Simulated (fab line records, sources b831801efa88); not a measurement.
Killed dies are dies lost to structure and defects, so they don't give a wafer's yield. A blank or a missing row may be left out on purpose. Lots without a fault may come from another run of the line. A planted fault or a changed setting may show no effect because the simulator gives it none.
Chamber matching | flow gf180mcu | GF_CONTACT_ETCH_16 on rie_diel-04: 4 sister chambers
The step etches BARC in N2/H2. 16 wafers are shown with their chamber, then 8 later ones without.

WAFERS WITH THEIR CHAMBER
wafer  | chamber | drypump_motor_current_A (A) | oes_product_au (a.u.) | throttle_valve_pct (%)
L681.1 | 1       | 6.1                         | 0.853                 | 13.219
L681.5 | 1       | 6.1                         | 0.857                 | 13.209
L681.6 | 0       | 5.4                         | 0.847                 | 13.233
L682.4 | 1       | 6.1                         | 0.856                 | 13.221
L682.5 | 3       | 5.0                         | 0.850                 | 13.214
L682.6 | 0       | 5.4                         | 0.850                 | 13.228
L683.2 | 3       | 5.0                         | 0.851                 | 13.219
L683.3 | 1       | 6.1                         | 0.855                 | 13.227
L683.5 | 1       | 6.0                         | 0.854                 | 13.230
L684.1 | 2       | 6.2                         | 0.859                 | 13.208
L684.3 | 1       | 6.0                         | 0.856                 | 13.219
L684.5 | 3       | 5.0                         | 0.853                 | 13.223
L688.2 | 2       | 6.2                         | 0.857                 | 13.228
L688.3 | 1       | 6.1                         | 0.862                 | 13.213
L688.6 | 2       | 6.2                         | 0.852                 | 13.218
L690.2 | 3       | 5.0                         | 0.859                 | 13.233

SIGNATURES (means of the wafers above)
reading                 | chamber 0 | chamber 1 | chamber 2 | chamber 3 | scatter within a chamber
drypump_motor_current_A | 5.400     | 6.071     | 6.200     | 5.000     | 0.0345
oes_product_au          | 0.84850   | 0.85614   | 0.85600   | 0.85325   | 0.00329
throttle_valve_pct      | 13.23050  | 13.21971  | 13.21800  | 13.22225  | 0.00779
Rule: a wafer's distance from a chamber is the root of the sum, over the readings, of the square of ((its reading less the chamber's mean) divided by the reading's scatter). The wafer belongs to the nearest chamber; if the next one is less than 2 further off, it can't be placed. The scatter: the root of (the sum of the squares of (reading less its chamber's mean) over the shown wafers, divided by (wafers less chambers)).

WAFERS WITHOUT THEIR CHAMBER
wafer  | drypump_motor_current_A (A) | oes_product_au (a.u.) | throttle_valve_pct (%)
L690.3 | 5.0                         | 0.848                 | 13.235
L690.6 | 5.0                         | 0.858                 | 13.223
L696.1 | 5.0                         | 0.857                 | 13.224
L696.2 | 6.1                         | 0.854                 | 13.219
L696.3 | 5.3                         | 0.856                 | 13.237
L697.2 | 6.2                         | 0.857                 | 13.214
L697.4 | 5.0                         | 0.854                 | 13.229
L697.5 | 6.1                         | 0.857                 | 13.227

WHICH CHAMBER EACH WENT THROUGH
wafer  | from the rows above     | in truth
L690.3 | 3                       | 3
L690.6 | 3                       | 3
L696.1 | 3                       | 3
L696.2 | can't be placed: 1 or 2 | 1
L696.3 | 0                       | 0
L697.2 | 2                       | 2
L697.4 | 3                       | 3
L697.5 | can't be placed: 1 or 2 | 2
Placed correctly: 6 of 8. Can't be placed from these rows: 2 (the true chamber is among the candidates in 2). Placed wrongly: 0.
